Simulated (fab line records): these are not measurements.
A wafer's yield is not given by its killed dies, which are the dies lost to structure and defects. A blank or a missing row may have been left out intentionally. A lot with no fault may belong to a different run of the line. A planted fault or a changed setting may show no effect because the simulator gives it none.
Comparing a struck lot with a sound one / flow sky130 / 14 out of 708 route steps
Sound: these wafers, L519.2, L519.4, L519.5. Struck: wafers L529.1, L529.5, L529.6. The cause is named last.
For every step that has rows: the tool of each side, followed by ch and its chambers, followed by its first start. Under that, the readings that differ: sound wafers / struck wafers / difference of the means / sigmas: that difference in standard deviations of wafers without a fault.
alike: readings with means less than 2 such deviations apart, plus words and numbers identical on both sides. not compared: withheld readings, readings lacking a value on some wafer, bounds such as >300 that could conceal the same value, and numbers that have no deviation in the record and whose values overlap.
A row with sigmas, a row that says differs or no value, or rows on one side alone: a step with any of these is where the two part. Numbers that have no deviation but don't overlap get no sigmas and don't part them. A reading missing from all wafers of one side parts the sides only when that side holds two or more wafers.

first, 1 step without rows for these wafers: SKY_SONOS_ONO_OXIDATION_00 (stabilise 600 s, purge 300 s, target thk 2.6 nm).
SKY_SONOS_ONO_THK_MEAS_01:
  struck on film_metro-01, day 16 17:38; sound on film_metro-04, day 13 03:28
  alike: SONOS_ONO_OXIDATION_THK
then, 1 step without rows for these wafers: SKY_SONOS_ONO_CVD_02 (deposits Si3N4 from DCS/NH3, target thk 10.5 nm, time 180 s).
SKY_SONOS_ONO_THK_MEAS_03:
  struck on film_metro-04, day 16 21:28; sound on film_metro-01, day 13 06:50
  alike: SONOS_ONO_CVD_02_THK
then, 1 step without rows for these wafers: SKY_SONOS_ONO_CVD_04 (deposits SiO2 from SiH4/N2O, target thk 5.7199 nm).
SKY_SONOS_ONO_THK_MEAS_05:
  struck on film_metro-04, day 16 22:46; sound on film_metro-01, day 13 08:09
  alike: SONOS_ONO_CVD_04_THK
then, 6 steps without rows for these wafers: SKY_SONOS_ONO_DEHYDRATE_06 (time 60 s); SKY_SONOS_ONO_HMDS_07 (prime time 60 s); SKY_SONOS_ONO_COAT_08 (resist thk 1140 nm); SKY_SONOS_ONO_SOFTBAKE_09 (time 60 s); SKY_SONOS_ONO_EXPOSE_10 (exposes mask ONOM, target cd 410 nm); SKY_SONOS_ONO_PEB_11.
SKY_SONOS_ONO_DEVELOP_12: develop time 60 s.
  sound on litho_track-02 ch 0, day 14 09:23; struck on litho_track-04, day 18 04:09
  no value came back on the struck wafers for chill_plate_temp_C (C), develop_time_s (s); on the sound wafers chill_plate_temp_C (C) reads 22.89 23.13 22.99
SKY_SONOS_ONO_CD_MEAS_13 targets a cd of 410 nm.
  struck on cd_sem-01, day 18 04:18; sound on cd_sem-02, day 14 09:32
reading=cd_nm (nm); sound=412.2 410.8 411.2; struck=- - -; difference=no value on the struck wafers; sigmas=

== WHERE THEY PART ==
At SKY_SONOS_ONO_DEVELOP_12 first; at SKY_SONOS_ONO_CD_MEAS_13 last (within this record only).

WHY: what had been put in by the simulator
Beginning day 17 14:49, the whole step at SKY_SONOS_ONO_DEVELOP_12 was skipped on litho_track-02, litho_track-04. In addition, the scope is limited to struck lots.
